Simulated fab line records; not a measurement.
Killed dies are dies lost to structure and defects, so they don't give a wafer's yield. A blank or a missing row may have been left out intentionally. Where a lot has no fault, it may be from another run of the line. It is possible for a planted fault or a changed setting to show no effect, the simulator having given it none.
Check for tools in common | flow sky130 | Sample size 12 lots and 36 wafers

WHAT PROMPTED THE OPENING
Of 12 lots, 2 have the reading VT_ADJUST_PCH_TW flagged at SKY_VT_ADJUST_PCH_TW_MEAS_10. Fault-free wafers read 144.1, with a standard deviation of 0.98.
Rule: flag the lot when none of its wafers has a number, or when each of its wafers that has one lies beyond 4 standard deviations from that mean. The other lots count as sound.

lot  | measured     | on            | VT_ADJUST_PCH_TW, wafer by wafer | flag
L581 | day 10 21:52 | film metro-02 | 145.2 145.4 145.6                |
L583 | day 11 18:47 | film metro-02 | 144.9 143.5 144.4                |
L584 | day 11 20:31 | film metro-04 | 145.4 144.6 145.1                |
L585 | day 12 12:45 | film metro-04 | 144.5 143.9 143.7                |
L588 | day 13 05:19 | film metro-04 | 145.3 144.6 144.7                |
L589 | day 13 12:42 | film metro-02 | 144.8 144.7 145.0                |
L594 | day 14 20:14 | film metro-02 | 155.4 154.6 154.2                | FLAGGED
L596 | day 15 16:13 | film metro-01 | 151.5 150.7 150.6                | FLAGGED
L597 | day 16 00:18 | film metro-02 | 143.8 143.6 143.8                |
L601 | day 17 00:40 | film metro-01 | 144.0 143.0 143.1                |
L602 | day 17 10:57 | film metro-04 | 144.7 144.0 144.3                |
L603 | day 17 19:03 | film metro-01 | 143.1 143.4 142.6                |
Average over the flagged lots: 152.8; offset from the usual +8.7, equal to +9 standard deviations.

LOT BY LOT: THE TOOL USED
The record keeps 1 process step preceding the reading, out of 708 steps on the route. Every cell lists first the tool, next ch and the chambers used by the sampled wafers, and last the start.
lot  | flag    | SKY_VT_ADJUST_PCH_IMPLANT_08
L581 |         | implanter-02 ch 0, day 10 21:37
L583 |         | implanter-03 ch 0, day 11 18:35
L584 |         | implanter-02 ch 0, day 11 20:16
L585 |         | implanter-04 ch 0, day 12 12:30
L588 |         | implanter-03 ch 0, day 13 05:04
L589 |         | implanter-02 ch 0, day 13 12:28
L594 | FLAGGED | implanter-02 ch 0, day 14 20:02
L596 | FLAGGED | implanter-02 ch 0, day 15 15:58
L597 |         | implanter-04 ch 0, day 16 00:04
L601 |         | implanter-04 ch 0, day 17 00:26
L602 |         | implanter-04 ch 0, day 17 10:43
L603 |         | implanter-04 ch 0, day 17 18:51
What is done by these steps:
- SKY_VT_ADJUST_PCH_IMPLANT_08
- SKY_VT_ADJUST_PCH_TW_MEAS_10

FLAGGED OVER TOTAL, TOOL BY TOOL (the gauges that took the reading come last)
step                         | tool          | lots run | flagged | share of the flagged lots | sound lots run after its first flagged lot
SKY_VT_ADJUST_PCH_IMPLANT_08 | implanter-02  | 5        | 2       | all                       | 0
SKY_VT_ADJUST_PCH_IMPLANT_08 | implanter-03  | 2        | 0       | none                      | -
SKY_VT_ADJUST_PCH_IMPLANT_08 | implanter-04  | 5        | 0       | none                      | -
SKY_VT_ADJUST_PCH_TW_MEAS_10 | film metro-01 | 3        | 1       | some                      | 2 (L601,L603)
SKY_VT_ADJUST_PCH_TW_MEAS_10 | film metro-02 | 5        | 1       | some                      | 1 (L597)
SKY_VT_ADJUST_PCH_TW_MEAS_10 | film metro-04 | 4        | 0       | none                      | -

THE TABLE: WHAT IT ALLOWS
Rows of the table that ran each flagged lot: 1, that is implanter-02 at SKY_VT_ADJUST_PCH_IMPLANT_08.
- implanter-02 at SKY_VT_ADJUST_PCH_IMPLANT_08: 2 of its 5 lots flagged. Last sound lot L589 at day 13 12:28, first flagged lot L594 at day 14 20:02; a fault beginning in between fits. Its own readings (beam on s, end station pressure torr, faraday current uA) fall more than 4 standard deviations out on all wafers of the flagged lots.
Left over: one tool, implanter-02 at SKY_VT_ADJUST_PCH_IMPLANT_08.

WHAT THE SIMULATOR HAD INSERTED
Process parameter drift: implanter-02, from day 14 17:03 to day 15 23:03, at SKY_VT_ADJUST_PCH_IMPLANT_08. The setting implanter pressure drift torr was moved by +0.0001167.
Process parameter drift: implanter-02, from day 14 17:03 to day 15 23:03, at SKY_VT_ADJUST_PCH_IMPLANT_08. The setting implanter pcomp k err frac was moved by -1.
Struck lots among those shown: L594, L596. The rule above found the same.
